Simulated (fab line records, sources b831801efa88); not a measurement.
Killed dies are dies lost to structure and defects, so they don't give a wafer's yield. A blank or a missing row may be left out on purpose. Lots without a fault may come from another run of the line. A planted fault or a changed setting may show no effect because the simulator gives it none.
A struck lot beside a sound one | flow sky130 | 18 steps out of a route of 708
Sound: wafers L827.2, L827.3, L827.5. Struck: wafers L836.2, L836.6. (L836.3 of the same lot was not struck and is left out.) The cause comes at the end.
At each step with rows: each side's tool, then ch and its chambers, then its first start. Under that, the readings that differ: sound wafers | struck wafers | difference of the means | sigmas: that difference in standard deviations of wafers without a fault.
alike: readings whose means differ by less than 2 such deviations, and words and numbers that are the same on both sides. not compared: withheld readings, readings that some wafer has no value for, bounds like >300 that may hide the same value, and numbers for which the record gives no deviation and whose values overlap.
The two part at a step that has a row with sigmas, a row that says differs or no value, or rows on one side only. Numbers that don't overlap but have no deviation are shown without sigmas and don't part them. A reading that every wafer of one side lacks parts them only if that side has two wafers or more.

first, 5 steps without rows for these wafers: SKY_VIA4_COAT_06 (resist thk 1140 nm); SKY_VIA4_SOFTBAKE_07 (time 60 s); SKY_VIA4_EXPOSE_08 (exposes mask VIM4, target cd 800 nm); SKY_VIA4_PEB_09; SKY_VIA4_DEVELOP_10 (develop time 60 s).
SKY_VIA4_OVL_MEAS_11:
  sound on overlay-01, day 44 00:48; struck on overlay-02, day 45 22:15
  alike: VIA4_OVL
SKY_VIA4_ETCH_12: etches SiO2 in C4F8/O2/Ar, stops on TiN, target depth 580 nm.
  sound on rie_diel-01 ch 0,1,2, day 44 00:50; struck on rie_diel-02 ch 0,3, day 45 22:17
  reading               | sound             | struck      | difference | sigmas
  oes_product_au (a.u.) | 0.923 0.928 0.928 | 0.911 0.918 | -0.012     | -2
  alike: rf_fwd_power_W
SKY_VIA4_STRIP_13: strips in O2/N2.
  sound on plasma_asher-04 ch 0,1, day 44 00:54; struck on plasma_asher-02 ch 0, day 45 22:21
  alike: drypump_motor_current_A, oes_product_au, strip_time_to_endpoint_s
  not compared: rf_hours_counter_h
then, 3 steps without rows for these wafers: SKY_VIA4_STRIP_14 (strips in post etch residue remover, time 1200 s); SKY_VIA4_CLEAN_15 (cleans in IPA, time 180 s); SKY_VIA4_CLEAN_16 (cleans in O3/DIW).
SKY_VIA4_SPUTTER_17: material TiN, target thk 20 nm, time 80 s.
  sound on pvd_sputter-02, day 44 01:31; struck on pvd_sputter-01, day 45 23:21
  alike: throttle_valve_pct
SKY_VIA4_CVD_18: deposits W, target thk 505 nm, time 152.14 s.
  sound on cvd_w-02 ch 0,1, day 44 01:34; struck on cvd_w-01 ch 0, day 45 23:25
  reading                            | sound                | struck        | difference | sigmas
  heater_power_w (W)                 | 804 789 806          | 664 665       | -135       | -3
  susceptor_temp_C (C)               | 400.17 400.25 400.45 | 390.64 390.58 | -9.68      | -51
  model.W_of_VIA4_CVD_18.thk_nm (nm) | 500.9 503.2 502.8    | 432.2 429.4   | -71.5      |
  not compared: since_wet_clean_h
SKY_VIA4_RS_MEAS_19: measures by four-point-probe.
  sound on film_metro-03, day 44 01:44; struck on film_metro-01, day 45 23:35
  reading            | sound                | struck        | difference | sigmas
  VIA4_W_RS (ohm/sq) | 0.2283 0.2273 0.2268 | 0.2653 0.2668 | +0.0386    | +18
SKY_VIA4_THK_MEAS_20: measures by xrf.
  sound on film_metro-03, day 44 01:51; struck on film_metro-01, day 45 23:41
  reading         | sound       | struck  | difference | sigmas
  VIA4_W_THK (nm) | 492 496 494 | 425 422 | -70        | -13
SKY_VIA4_CMP_21: polishes, stops on SiO2, t overpolish 25 s, target thk 0 nm.
  sound on cmp-02 ch 0,2,3, day 44 02:00; struck on cmp-01 ch 0,3, day 45 23:47
  reading                | sound       | struck  | difference | sigmas
  time_to_endpoint_s (s) | 118 119 120 | 102 101 | -18        | -4
  alike: motor_current_A
SKY_METAL5_SPUTTER_00: material Ti, target thk 15 nm, time 10 s.
  sound on pvd_sputter-04, day 44 02:12; struck on pvd_sputter-02, day 46 00:02
  alike: throttle_valve_pct
then, 1 step without rows for these wafers: SKY_PAD_OPEN_PROBE_99.

WHERE THEY PART
First at SKY_VIA4_ETCH_12; last, within this record, at SKY_VIA4_CMP_21. Later steps at which nothing parts them and some readings are alike: SKY_METAL5_SPUTTER_00.

WHY: what the simulator had put in
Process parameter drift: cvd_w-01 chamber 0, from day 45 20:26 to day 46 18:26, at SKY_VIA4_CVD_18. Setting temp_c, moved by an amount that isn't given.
